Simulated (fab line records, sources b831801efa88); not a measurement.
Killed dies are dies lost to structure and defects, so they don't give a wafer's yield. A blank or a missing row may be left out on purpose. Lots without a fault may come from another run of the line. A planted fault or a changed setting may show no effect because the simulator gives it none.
Problem report in the 8D (eight disciplines) form, filled by code | flow sfq_line | the parts of the form that need people (team, actions taken, sign-off) are left out

1. THE PROBLEM
bias_w at SFQ_TRILAYER_M6_ETCH_METAL_ETCH_162 reads a mean of 97.58 W on 6 wafers of 2 lots; wafers without a fault read 80.01 W with a standard deviation of 0.25. That is +70 standard deviations from the usual mean.
The step: etches Nb in Cl2/Ar, stops on SiO2, target depth 240 nm, time 120 s.
First seen on wafer L945.1, day 83 16:11, on rie_metal-04. The record holds 18 wafers of 6 lots with a number at this step. Rule for "out", or "out of limits": more than 4 standard deviations from the usual mean. The other wafers with a number count as sound.

2. WHAT IT IS AND WHAT IT IS NOT
question                    | is                     | is not
which readings at this step | bias_w                 | drypump_motor_current_A, oes_product_au
which lots                  | L945, L947             | L928, L938, L946, L948
which wafers of those lots  | all that have a number | -
read on which tools         | rie_metal-04           | rie_metal-01, rie_metal-03
when                        | from day 83 16:11      | up to then (6 sound wafers); but 6 sound wafers of L946, L948 came after

3. SUSPECTS, AND WHAT RULES EACH OUT
Counting: a tool at a process step up to the reading stays a suspect if it ran every lot that is out and no sound lot after the first of them.
- rie_metal-04 at SFQ_TRILAYER_M6_BARC_OPEN_METAL_ETCH_206 (etches BARC in O2, target depth 125 nm, time 41.7 s): kept. It ran every lot that is out, first L945 (day 83 16:08), and no sound lot after that; its last sound lot up to then is L938 (day 81 04:23).
- rie_metal-04 at SFQ_TRILAYER_M6_ETCH_METAL_ETCH_162 (etches Nb in Cl2/Ar, stops on SiO2, target depth 240 nm, time 120 s): kept. It ran every lot that is out, first L945 (day 83 16:11), and no sound lot after that; its last sound lot up to then is L938 (day 81 04:28). Its own readings are out on those wafers: bias_w.
Left after counting: rie_metal-04 at SFQ_TRILAYER_M6_BARC_OPEN_METAL_ETCH_206, rie_metal-04 at SFQ_TRILAYER_M6_ETCH_METAL_ETCH_162.

4. THE CAUSE (what the simulator had put in)
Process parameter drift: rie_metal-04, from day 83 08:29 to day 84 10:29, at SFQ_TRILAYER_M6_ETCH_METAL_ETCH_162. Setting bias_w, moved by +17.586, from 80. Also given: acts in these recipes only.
Counting left 2 suspects, and this tool is among them.

5. THE CHAIN OF EFFECTS, in route order
Each row: a reading whose mean over the struck wafers that have a number lies more than 3 standard deviations from the usual. Only readings for which the record gives a usual standard deviation are gone through. hours: the time from each lot's start at the first step in this table that gives one to its start at this step, as a median over the lots. sigmas: the change in usual standard deviations.
hours | step                                | reading | usual   | on struck wafers | change | sigmas
0     | SFQ_TRILAYER_M6_ETCH_METAL_ETCH_162 | bias_w  | 80.01 W | 97.58            | +17.57 | +70
The process steps in it:
- SFQ_TRILAYER_M6_ETCH_METAL_ETCH_162: etches Nb in Cl2/Ar, stops on SiO2, target depth 240 nm, time 120 s.

6. WHAT WOULD HAVE CAUGHT IT SOONER
In this record the first reading out of limits was taken at day 83 16:11, 8 hours after the fault began at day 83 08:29.
